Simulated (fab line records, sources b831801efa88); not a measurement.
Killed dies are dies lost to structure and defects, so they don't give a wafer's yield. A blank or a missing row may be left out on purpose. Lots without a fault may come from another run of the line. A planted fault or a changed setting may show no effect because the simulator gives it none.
Which tool did it? | flow sky130 | 24 lots, 72 wafers sampled, at 5 steps of a route of 708

WHAT THE GAUGES READ, wafer by wafer
SKY_CONTACT_THK_MEAS_01. Usual: CONTACT_CVD_00_THK 75.0 nm, standard deviation 0.82.
lot  | measured     | on            | CONTACT_CVD_00_THK (nm) | flag
L074 | day 30 00:55 | film_metro-03 | 75.5 75.9 76.8          |
L075 | day 30 11:14 | film_metro-01 | 74.2 75.2 75.7          |
L076 | day 31 20:01 | film_metro-01 | 74.9 74.9 74.9          |
L078 | day 31 21:53 | film_metro-02 | 75.4 75.6 76.7          |
L077 | day 31 22:34 | film_metro-02 | 74.5 75.5 75.1          |
L079 | day 32 00:25 | film_metro-01 | 74.1 73.5 75.5          |
L080 | day 32 08:15 | film_metro-01 | 75.0 74.4 75.6          |
L081 | day 33 05:02 | film_metro-03 | 74.9 75.2 76.2          |
L082 | day 33 05:55 | film_metro-01 | 75.4 76.4 77.0          |
L083 | day 33 09:12 | film_metro-03 | 73.5 76.4 75.2          |
L084 | day 33 14:43 | film_metro-02 | 75.1 74.3 74.6          |
L085 | day 33 22:49 | film_metro-01 | 74.0 73.5 75.4          |
L086 | day 34 03:31 | film_metro-03 | 74.4 73.7 76.1          |
L087 | day 34 17:06 | film_metro-03 | 73.4 75.7 74.7          |
L088 | day 35 01:29 | film_metro-02 | 75.1 76.0 76.3          |
L089 | day 35 08:51 | film_metro-03 | 74.4 74.8 74.3          |
L090 | day 35 16:52 | film_metro-01 | 74.0 74.2 75.5          |
L091 | day 36 01:31 | film_metro-01 | 74.3 74.0 75.5          |
L092 | day 36 03:04 | film_metro-02 | 75.4 74.8 74.3          |
L093 | day 36 21:16 | film_metro-02 | 74.0 74.3 75.2          |
L094 | day 36 22:34 | film_metro-01 | 74.5 76.1 75.3          |
L095 | day 37 05:40 | film_metro-03 | 73.9 75.0 75.4          |
L097 | day 38 17:35 | film_metro-02 | 75.2 75.2 76.0          |
L096 | day 38 20:01 | film_metro-03 | 76.3 76.5 75.2          |

SKY_CONTACT_CD_MEAS_14: target cd 170 nm. Usual: cd_nm 170.1 nm, standard deviation 1.5.
lot  | measured     | on        | cd_nm (nm)        | flag
L074 | day 31 05:10 | cd_sem-01 | 169.0 168.8 168.1 |
L075 | day 31 15:10 | cd_sem-02 | 168.6 169.0 168.4 |
L076 | day 33 00:25 | cd_sem-02 | 172.7 170.6 171.7 |
L078 | day 33 01:35 | cd_sem-02 | 169.7 172.3 171.0 |
L077 | day 33 02:49 | cd_sem-01 | 169.4 167.4 170.2 |
L079 | day 33 04:04 | cd_sem-02 | 172.8 170.9 170.6 |
L080 | day 33 11:29 | cd_sem-01 | 170.5 168.8 169.0 |
L081 | day 34 07:16 | cd_sem-01 | 168.9 168.8 170.2 |
L082 | day 34 08:49 | cd_sem-02 | 172.2 171.7 170.4 |
L083 | day 34 12:20 | cd_sem-01 | 170.7 170.4 168.4 |
L084 | day 34 16:34 | cd_sem-02 | 169.5 169.3 167.7 |
L085 | day 35 03:21 | cd_sem-02 | 168.0 167.5 167.0 |
L086 | day 35 05:38 | cd_sem-02 | 170.8 171.3 171.3 |
L087 | day 35 20:02 | cd_sem-01 | 169.9 168.8 170.0 |
L088 | day 36 04:17 | cd_sem-01 | 170.4 170.3 170.5 |
L089 | day 36 11:44 | cd_sem-01 | 169.9 169.3 170.8 |
L090 | day 36 19:28 | cd_sem-02 | 172.1 173.0 170.8 |
L091 | day 37 03:53 | cd_sem-01 | 169.6 169.4 167.6 |
L092 | day 37 05:31 | cd_sem-01 | 168.6 168.5 168.1 |
L093 | day 37 23:41 | cd_sem-02 | 172.3 171.6 172.2 |
L094 | day 38 01:20 | cd_sem-02 | 168.0 171.4 169.7 |
L095 | day 38 07:55 | cd_sem-02 | 171.3 171.8 169.0 |
L097 | day 39 19:16 | cd_sem-01 | 171.7 172.2 170.9 |
L096 | day 39 21:11 | cd_sem-01 | 168.7 169.0 169.3 |

SKY_VIA3_THK_MEAS_23: measures by xrf. Usual: VIA3_W_THK 399 nm, standard deviation 3.9.
lot  | measured     | on            | VIA3_W_THK (nm) | flag
L074 | day 39 08:56 | film_metro-02 | 391 394 395     |
L075 | day 39 18:58 | film_metro-04 | 398 402 391     |
L076 | day 40 22:58 | film_metro-02 | 398 402 399     |
L078 | day 41 00:50 | film_metro-01 | 405 400 398     |
L077 | day 41 01:11 | film_metro-04 | 396 393 398     |
L079 | day 41 03:33 | film_metro-04 | 400 406 400     |
L080 | day 41 10:12 | film_metro-02 | 398 402 395     |
L081 | day 42 04:37 | film_metro-01 | 399 403 403     |
L082 | day 42 05:05 | film_metro-02 | 393 402 391     |
L083 | day 42 08:22 | film_metro-04 | 405 396 399     |
L084 | day 42 13:10 | film_metro-02 | 397 397 405     |
L085 | day 42 22:04 | film_metro-02 | 404 399 407     |
L086 | day 43 00:00 | film_metro-04 | 401 397 398     |
L087 | day 43 13:23 | film_metro-02 | 400 405 399     |
L088 | day 43 19:07 | film_metro-04 | 399 403 395     |
L089 | day 44 01:28 | film_metro-02 | 397 399 394     |
L090 | day 44 09:18 | film_metro-02 | 396 401 396     |
L091 | day 44 15:34 | film_metro-01 | 399 398 399     |
L092 | day 44 16:18 | film_metro-02 | 401 396 399     |
L093 | day 45 09:32 | film_metro-04 | 397 403 400     |
L094 | day 45 10:51 | film_metro-01 | 404 407 401     |
L095 | day 45 15:06 | film_metro-04 | 398 396 402     |
L097 | day 46 18:56 | film_metro-01 | 389 400 398     |
L096 | day 46 22:43 | film_metro-01 | 405 401 402     |

WHICH TOOL RAN EACH LOT (tool, then ch and the chambers of the sampled wafers, then the start)
lot  | SKY_CONTACT_ETCH_18                           | SKY_VIA3_SPUTTER_20
L074 | rie_diel-02 ch 0,1, day 39 08:37 or earlier   | pvd_sputter-01, day 39 08:37
L075 | rie_diel-02 ch 1,2, day 39 18:39 or earlier   | pvd_sputter-03, day 39 18:39
L076 | rie_diel-01 ch 1,2, day 40 22:40 or earlier   | pvd_sputter-04, day 40 22:40
L078 | rie_diel-02 ch 2,3, day 41 00:32 or earlier   | pvd_sputter-04, day 41 00:32
L077 | rie_diel-03 ch 0,2,3, day 41 00:53 or earlier | pvd_sputter-01, day 41 00:53
L079 | rie_diel-01 ch 0,1,2, day 41 03:15 or earlier | pvd_sputter-03, day 41 03:15
L080 | rie_diel-01 ch 1,2,3, day 41 09:53 or earlier | pvd_sputter-04, day 41 09:53
L081 | rie_diel-03 ch 0,2,3, day 42 04:18 or earlier | pvd_sputter-01, day 42 04:18
L082 | rie_diel-03 ch 1,3, day 42 04:47 or earlier   | pvd_sputter-04, day 42 04:47
L083 | rie_diel-01 ch 0,2,3, day 42 08:04 or earlier | pvd_sputter-04, day 42 08:04
L084 | rie_diel-02 ch 0,2,3, day 42 12:51 or earlier | pvd_sputter-04, day 42 12:51
L085 | rie_diel-03 ch 0,2,3, day 42 21:45 or earlier | pvd_sputter-04, day 42 21:45
L086 | rie_diel-02 ch 0,2, day 42 23:41 or earlier   | pvd_sputter-01, day 42 23:41
L087 | rie_diel-03 ch 1,3, day 43 13:05 or earlier   | pvd_sputter-03, day 43 13:05
L088 | rie_diel-03 ch 0,2, day 43 18:48 or earlier   | pvd_sputter-04, day 43 18:48
L089 | rie_diel-01 ch 0,1,3, day 44 01:09 or earlier | pvd_sputter-01, day 44 01:09
L090 | rie_diel-01 ch 0,1,3, day 44 08:59 or earlier | pvd_sputter-01, day 44 08:59
L091 | rie_diel-02 ch 1,2,3, day 44 15:14 or earlier | pvd_sputter-01, day 44 15:14
L092 | rie_diel-02 ch 2,3, day 44 15:59 or earlier   | pvd_sputter-03, day 44 15:59
L093 | rie_diel-02 ch 1,3, day 45 09:14 or earlier   | pvd_sputter-01, day 45 09:14
L094 | rie_diel-03 ch 0,1,3, day 45 10:32 or earlier | pvd_sputter-03, day 45 10:32
L095 | rie_diel-03 ch 1,2,3, day 45 14:47 or earlier | pvd_sputter-04, day 45 14:47
L097 | rie_diel-03 ch 0,1,3, day 46 18:38 or earlier | pvd_sputter-04, day 46 18:38
L096 | rie_diel-03 ch 1,2, day 46 22:23 or earlier   | pvd_sputter-03, day 46 22:23
- SKY_CONTACT_ETCH_18: etches Si3N4 in CHF3/O2, stops on TiN, time 39 s, target depth 75 nm.
- SKY_VIA3_SPUTTER_20: material TiN, target thk 20 nm, time 80 s.

WHAT THE TOOLS THEMSELVES READ (means of the sampled wafers that have a number; where no wafer has one, the mark that the record gives instead)
SKY_CONTACT_ETCH_18. Usual: chamber_pressure_mTorr 40.00 mTorr, standard deviation 0.036; drypump_motor_current_A 5.7 A, standard deviation 0.31; oes_product_au 0.855 a.u., standard deviation 0.0075; throttle_valve_pct 8.792 %, standard deviation 0.0085.
lot  | tool        | chamber_pressure_mTorr (mTorr) | drypump_motor_current_A (A) | oes_product_au (a.u.) | throttle_valve_pct (%) | flag
L074 | rie_diel-02 | 40.01                          | 5.9                         | 0.861                 | 8.800                  |
L075 | rie_diel-02 | 40.03                          | 5.8                         | 0.852                 | 8.788                  |
L076 | rie_diel-01 | 40.02                          | 5.6                         | 0.858                 | 8.793                  |
L078 | rie_diel-02 | 40.00                          | 5.8                         | 0.860                 | 8.793                  |
L077 | rie_diel-03 | 40.02                          | 5.7                         | 0.854                 | 8.801                  |
L079 | rie_diel-01 | 40.01                          | 5.7                         | 0.851                 | 8.786                  |
L080 | rie_diel-01 | 39.98                          | 5.8                         | 0.854                 | 8.795                  |
L081 | rie_diel-03 | 40.02                          | 5.7                         | 0.862                 | 8.798                  |
L082 | rie_diel-03 | 39.99                          | 5.4                         | 0.865                 | 8.788                  |
L083 | rie_diel-01 | 39.99                          | 5.9                         | 0.852                 | 8.792                  |
L084 | rie_diel-02 | 39.99                          | 5.9                         | 0.849                 | 8.796                  |
L085 | rie_diel-03 | 40.00                          | 5.7                         | 0.849                 | 8.785                  |
L086 | rie_diel-02 | 39.96                          | 5.9                         | 0.853                 | 8.797                  |
L087 | rie_diel-03 | 40.02                          | 5.4                         | 0.851                 | 8.791                  |
L088 | rie_diel-03 | 40.00                          | 5.7                         | 0.859                 | 8.789                  |
L089 | rie_diel-01 | 40.02                          | 5.9                         | 0.847                 | 8.795                  |
L090 | rie_diel-01 | 39.99                          | 5.9                         | 0.849                 | 8.788                  |
L091 | rie_diel-02 | 39.96                          | 5.7                         | 0.853                 | 8.791                  |
L092 | rie_diel-02 | 39.97                          | 5.7                         | 0.852                 | 8.784                  |
L093 | rie_diel-02 | 39.99                          | 5.6                         | 0.856                 | 8.791                  |
L094 | rie_diel-03 | 39.99                          | 5.6                         | 0.859                 | 8.797                  |
L095 | rie_diel-03 | 39.99                          | 5.4                         | 0.856                 | 8.795                  |
L097 | rie_diel-03 | 40.01                          | 5.6                         | 0.865                 | 8.797                  |
L096 | rie_diel-03 | 40.02                          | 5.4                         | 0.855                 | 8.805                  |

SKY_VIA3_SPUTTER_20. Usual: throttle_valve_pct 30.4 %, standard deviation 0.87.
lot  | tool           | throttle_valve_pct (%) | flag
L074 | pvd_sputter-01 | 30.6                   |
L075 | pvd_sputter-03 | 29.7                   |
L076 | pvd_sputter-04 | 30.0                   |
L078 | pvd_sputter-04 | 31.6                   |
L077 | pvd_sputter-01 | 30.9                   |
L079 | pvd_sputter-03 | 29.8                   |
L080 | pvd_sputter-04 | 30.8                   |
L081 | pvd_sputter-01 | 30.9                   |
L082 | pvd_sputter-04 | 30.1                   |
L083 | pvd_sputter-04 | 31.5                   |
L084 | pvd_sputter-04 | 30.4                   |
L085 | pvd_sputter-04 | 30.8                   |
L086 | pvd_sputter-01 | 30.8                   |
L087 | pvd_sputter-03 | 29.8                   |
L088 | pvd_sputter-04 | 30.9                   |
L089 | pvd_sputter-01 | 31.1                   |
L090 | pvd_sputter-01 | 30.8                   |
L091 | pvd_sputter-01 | 30.9                   |
L092 | pvd_sputter-03 | 29.7                   |
L093 | pvd_sputter-01 | 31.0                   |
L094 | pvd_sputter-03 | 29.6                   |
L095 | pvd_sputter-04 | 30.3                   |
L097 | pvd_sputter-04 | 30.8                   |
L096 | pvd_sputter-03 | 29.8                   |

THE ANSWER, worked out from the rows above alone
Rule: a lot is off if the mean of its wafers that have a number lies more than 3 standard deviations from the usual mean. A lot without any number at a reading at which 4 lots or more have one is off too. The other lots that the step has rows for count as sound. The gauges are gone through in route order, then the tools' own readings, and for those a lot's mean is taken as printed above. The first step at which some lot is off is used, and at that step the reading that is off furthest; a lot without a number counts as furthest.
No lot is off at any reading shown: from this, nothing can be told.

WHAT THE SIMULATOR HAD PUT IN
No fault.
